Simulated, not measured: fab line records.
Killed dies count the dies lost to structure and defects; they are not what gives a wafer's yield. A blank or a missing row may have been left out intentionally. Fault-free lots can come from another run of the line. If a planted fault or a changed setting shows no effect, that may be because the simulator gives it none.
Comparing a struck lot with a sound one	flow gf180mcu	18 steps out of a route of 602
Sound: the wafers L227.1, L227.5, L227.6. Struck: wafer L221.4 (left out: L221.2, L221.3 of the same lot, which were not struck); the cause appears at the end.
Each step with rows lists, per side, the tool, then ch with its chambers, then its first start. Under that, the readings that differ: sound wafers	struck wafers	difference of the means	sigmas: that difference in standard deviations of wafers without a fault.
alike: words and numbers the same on both sides, and readings whose means are apart by under 2 such deviations; not compared: readings that were withheld, readings missing a value for some wafer, numbers with overlapping values and no deviation given by the record, and bounds like >300 which may hide the same value.
Wherever a step has rows on one side only, a row that says differs or no value, or a row with sigmas, the two part there. Numbers that have no deviation but don't overlap get no sigmas and don't part them. Lack of a reading on every wafer of one side parts them only where that side has two or more wafers.

GF_CONTACT_STRIP_18: strips in O2/N2.
  sound on plasmaAsher-04 ch 0,1, day 22 13:13; struck on plasmaAsher-02 ch 1, day 20 15:40
  alike: drypumpMotorCurrentA, heaterPowerW, o2FlowSccm, oesProductAu
  not compared: rfHoursCounterH
then, 3 steps without rows for these wafers: GF_CONTACT_CLEAN_19 (cleans in SPM); GF_CONTACT_CLEAN_20 (cleans in DIW); GF_CONTACT_CLEAN_21 (cleans in dHF, time 20 s).
GF_CONTACT_SPUTTER_22: material Ti, target thk 15 nm, time 80.02 s.
  struck on pvdSputter-02, day 20 15:58; sound on pvdSputter-01, day 22 13:31
  alike: throttleValvePct
GF_CONTACT_SPUTTER_23: material TiN, target thk 10 nm, time 40 s.
  struck on pvdSputter-02, day 20 16:01; sound on pvdSputter-01, day 22 13:35
  alike: throttleValvePct
then, 1 step without rows for these wafers: GF_CONTACT_CVD_24 (deposits W, target thk 300 nm, time 90.339 s).
GF_CONTACT_RS_MEAS_25: measures by four-point-probe.
  struck on filmMetro-03, day 20 16:11; sound on filmMetro-01, day 22 13:43
  alike: CONTACT_W_RS
GF_CONTACT_THK_MEAS_26: measures by xrf.
  struck on filmMetro-03, day 20 16:17; sound on filmMetro-01, day 22 13:50
  alike: CONTACT_W_THK
then, 2 steps without rows for these wafers: GF_CONTACT_CMP_27 (polishes, stops on SiO2, t overpolish 15 s, target thk 0 nm); GF_M1_SPUTTER_00 (material Ti, target thk 37.5 nm, time 150 s).
GF_M1_SPUTTER_01: material TiN, target thk 30 nm, time 25 s.
  struck on pvdSputter-04, day 20 17:56; sound on pvdSputter-01, day 22 14:18
  alike: throttleValvePct
GF_M1_SPUTTER_02: material AlCu, target thk 450 nm, time 23.9 s.
  struck on pvdSputter-04, day 20 17:58; sound on pvdSputter-01, day 22 14:20
reading	sound	struck	difference	sigmas
throttleValvePct (%)	28.9 29.0 29.2	30.9	+1.9	+2
model.AlCu_of_M1_SPUTTER_02.thkNm (nm)	450.2 451.2 455.4	649.7	+197.4	
then, 1 step without rows for these wafers: GF_M1_SPUTTER_03 (material Ti, target thk 10 nm, time 6.7 s).
GF_M1_SPUTTER_04: material TiN, target thk 50 nm, time 41.7 s.
  struck on pvdSputter-04, day 20 18:01; sound on pvdSputter-01, day 22 14:23
reading	sound	struck	difference	sigmas
throttleValvePct (%)	29.1 28.9 28.7	31.0	+2.1	+2
GF_M1_RS_MEAS_05: measures by four-point-probe.
  struck on filmMetro-02, day 20 18:04; sound on filmMetro-04, day 22 14:25
reading	sound	struck	difference	sigmas
M1_ALCU_RS (ohm/sq)	0.0696 0.0692 0.0687	0.0480	-0.0212	-34
GF_M1_THK_MEAS_06: measures by xrf.
  struck on filmMetro-02, day 20 18:11; sound on filmMetro-04, day 22 14:32
reading	sound	struck	difference	sigmas
M1_ALCU_THK (nm)	454 455 460	664	+208	+33
then, 1 step without rows for these wafers: GF_M1_DEHYDRATE_07 (time 60 s).

WHERE THEY PART
First at GF_M1_SPUTTER_02; last, within this record, at GF_M1_THK_MEAS_06.

WHY: the cause the simulator had injected
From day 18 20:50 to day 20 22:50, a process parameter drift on pvdSputter-04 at GF_M1_SPUTTER_02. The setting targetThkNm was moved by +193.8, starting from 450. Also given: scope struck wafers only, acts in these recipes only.
